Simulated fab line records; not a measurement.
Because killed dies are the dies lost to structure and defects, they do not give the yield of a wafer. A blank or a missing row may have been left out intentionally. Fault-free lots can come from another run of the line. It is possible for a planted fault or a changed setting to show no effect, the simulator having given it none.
Struck lot and sound lot, side by side | flow sky130 | 13 steps out of a route of 708
Sound: these wafers, L671.3, L671.5, L671.6. The struck wafers were L683.1, L683.3, L683.4. The cause is named last.
At each step with rows: each side's tool, then ch and its chambers, then its first start. Under that, the readings that differ: sound wafers | struck wafers | difference of the means | sigmas: that difference in standard deviations of wafers without a fault.
alike: words and numbers the same on both sides, and readings whose means are apart by under 2 such deviations; not compared: readings that were withheld, readings missing a value for some wafer, numbers with overlapping values and no deviation given by the record, and bounds like >300 which may hide the same value.
The two part at a step that has a row with sigmas, a row that says differs or no value, or rows on one side only. Numbers that have no deviation but don't overlap get no sigmas and don't part them. Lack of a reading on every wafer of one side parts them only where that side has two or more wafers.

first, 1 step without rows for these wafers: SKY_NWELL_IMPLANT_24.
SKY_NWELL_STRIP_25: strips in O2/N2.
  sound on plasmaAsher-02 ch 0,1, day 5 15:22; struck on plasmaAsher-02 ch 0,1, day 8 18:01
reading                  | sound             | struck            | difference | sigmas
stripTimeToEndpointS (s) | 37.09 37.17 37.13 | 36.91 36.93 36.87 | -0.23      | -2
  alike: drypumpMotorCurrentA, oesProductAu
  not compared: rfHoursCounterH
SKY_NWELL_TW_MEAS_26:
  sound on filmMetro-04 at day 5 15:26; struck on filmMetro-03 at day 8 18:07
reading    | sound       | struck      | difference | sigmas
NWELL_2_TW | 499 501 502 | 488 489 486 | -13        | -2
then, 1 step without rows for these wafers: SKY_NWELL_CLEAN_27 (cleans in SC1/SC2, time 150 s).
SKY_NWELL_RTA_28: time 30 s.
  sound on rtpAnneal-02 ch 0, day 5 15:34; struck on rtpAnneal-02 ch 0, day 8 18:14
reading          | sound                | struck               | difference | sigmas
wafer_temp_C_max | 1053.3 1053.8 1055.4 | 1057.0 1056.0 1055.8 | +2.1       | +2
  alike: lampPowerPct
SKY_NWELL_RS_MEAS_29: uses a four-point probe to measure.
  sound on filmMetro-03 at day 5 15:40; struck on filmMetro-04 at day 8 18:20
  alike: NWELL_RS
SKY_NWELL_RS_MEAS_31: uses a four-point probe to measure.
  sound on filmMetro-03 at day 5 15:55; struck on filmMetro-04 at day 8 18:34
  alike: PWDE_RS
then, 4 steps without rows for these wafers: SKY_VT_ADJUST_HVTP_DEHYDRATE_00 (time 60 s); SKY_VT_ADJUST_HVTP_HMDS_01 (prime time 60 s); SKY_VT_ADJUST_HVTP_COAT_02 (resist thk 1140 nm); SKY_VT_ADJUST_HVTP_SOFTBAKE_03 (time 60 s).
SKY_VT_ADJUST_HVTP_EXPOSE_04: exposes mask HVTPM, target cd 380 nm.
  sound on ilineStepper-01 ch 0, day 6 00:16; struck on ilineStepper-02, day 9 04:58
  no value came back on the struck wafers for exposureDoseMJCm2, focusOffsetNm (nm); on the sound wafers exposureDoseMJCm2 reads 140.12 140.08 139.98
  alike: mask
after that, 1 step had no rows for these wafers: SKY_VT_ADJUST_HVTP_PEB_05.

WHERE THEY PART
First at SKY_NWELL_STRIP_25; last, within this record, at SKY_VT_ADJUST_HVTP_EXPOSE_04.

WHY: what had been put in by the simulator
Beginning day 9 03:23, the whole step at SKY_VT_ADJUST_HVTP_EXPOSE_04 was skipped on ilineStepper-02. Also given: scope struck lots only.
